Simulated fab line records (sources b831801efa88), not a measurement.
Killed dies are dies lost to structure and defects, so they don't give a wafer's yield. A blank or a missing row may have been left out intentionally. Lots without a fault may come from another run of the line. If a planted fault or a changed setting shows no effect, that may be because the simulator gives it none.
Split-lot trial ; flow sky130 ; route with 708 steps; 5 lots, 23 wafers read

ON THE SPLIT
At SKY_METAL3_EXPOSE_10 (exposes mask MM3, target cd 300 nm), the setting dose-mj was moved away from the recipe's 28 on 11 of the 23 wafers read, by -5.9% to +7.3%. All remaining wafers had this setting at the recipe value.

FROM THE SPLIT TO THE READING: what the file shows between them, 2 steps
- SKY_METAL3_PEB_11
- SKY_METAL3_DEVELOP_12: develop time 60 s

THE READING
cd-nm, in nm, at SKY_METAL3_CD_MEAS_13 (target cd 300 nm). Typical for fault-free wafers on this fab line: 300.0 nm, with standard deviation 1.6 nm.

wafer;tool, chamber at the split;dose-mj as run;against the recipe;cd-nm, nm;against lot-mates on the recipe
L074.2;krf-scanner-02, 0;28;recipe;302.8;-
L074.4;krf-scanner-02, 0;28;recipe;302.6;-
L074.5;krf-scanner-02, 0;28;recipe;302.7;-
L076.1;krf-scanner-02, 0;28;recipe;300.4;-
L076.2;krf-scanner-02, 0;28.75;+2.7%;295.3;-5.1
L076.4;krf-scanner-02, 0;28;recipe;300.3;-
L076.5;krf-scanner-02, 0;28.75;+2.7%;295.4;-5.0
L076.6;krf-scanner-02, 0;28.75;+2.7%;293.1;-7.2
L081.1;krf-scanner-01, 0;26.35;-5.9%;310.9;+10.2
L081.2;krf-scanner-01, 0;26.35;-5.9%;310.3;+9.6
L081.3;krf-scanner-01, 0;28;recipe;301.0;-
L081.5;krf-scanner-01, 0;28;recipe;301.2;-
L081.6;krf-scanner-01, 0;28;recipe;299.9;-
L083.1;krf-scanner-01, 0;28;recipe;300.5;-
L083.2;krf-scanner-01, 0;28;recipe;299.6;-
L083.3;krf-scanner-01, 0;28.56;+2.0%;296.1;-3.9
L083.4;krf-scanner-01, 0;28.56;+2.0%;297.5;-2.6
L083.6;krf-scanner-01, 0;28.56;+2.0%;296.9;-3.2
L085.1;krf-scanner-02, 0;30.05;+7.3%;287.2;-13.1
L085.2;krf-scanner-02, 0;30.05;+7.3%;287.8;-12.5
L085.4;krf-scanner-02, 0;28;recipe;300.0;-
L085.5;krf-scanner-02, 0;28;recipe;300.6;-
L085.6;krf-scanner-02, 0;30.05;+7.3%;288.0;-12.3

THE FIT
A straight line over all 23 wafers: cd-nm changes by -1.79 nm for each +1% of dose-mj; r = -0.98; the points scatter about the line by 1.1 nm.
The same after taking each lot's own level away (the mean of its wafers on the recipe; 23 wafers): -1.73 nm for each +1%; r = -0.99; scatter 0.7 nm.
That fit puts the effect of the largest move of dose-mj on the reading at 13 nm.
The span of the lots' own levels, 300.05 to 302.70 nm, comes to 1.7 times the standard deviation stated above.
Hence the lot-to-lot level has little effect on the slope; both slopes agree.
Check: with one of the wafers moved furthest among these (+7.3%) left out of the fit, the line predicts -12.7 nm for it against its lot-mates. Against them it came out at -13.1 nm.

OTHER SPLITS APPLIED TO THESE WAFERS
Note: prior to the reading, these wafers also went through further splits. Each is held against what the fit with the lots' levels taken away leaves over:
other split on the same wafers;wafers away from the commonest value;r with cd-nm (lot level and that fit taken away)
SKY_VIA2_ETCH_14 time-s;11;+0.22
SKY_CAPM_COAT_07 spin-rpm;6;+0.22

THE WHOLE CHAIN: every reading that the file lists as answering this split, in the file's order
step;what it does;reading;change (the file's fit);r (the file's)
SKY_METAL3_DEVELOP_12;develop time 60 s;METAL3.cd-nm (the simulator's own value, which no gauge read);-1.78 nm for each +1% of the setting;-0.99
SKY_METAL3_CD_MEAS_13;target cd 300 nm;cd-nm;-1.74 nm for each +1% of the setting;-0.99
SKY_METAL3_ETCH_16;etches BARC in N2/H2, stops on SiO2, time 88.2 s, target depth 60 nm;METAL3.cd-nm (the simulator's own value, which no gauge read);-1.96 nm for each +1% of the setting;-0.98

THE FILE'S OWN FIT
cd-nm changes by -1.74 nm for each +1% of dose-mj, r = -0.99.
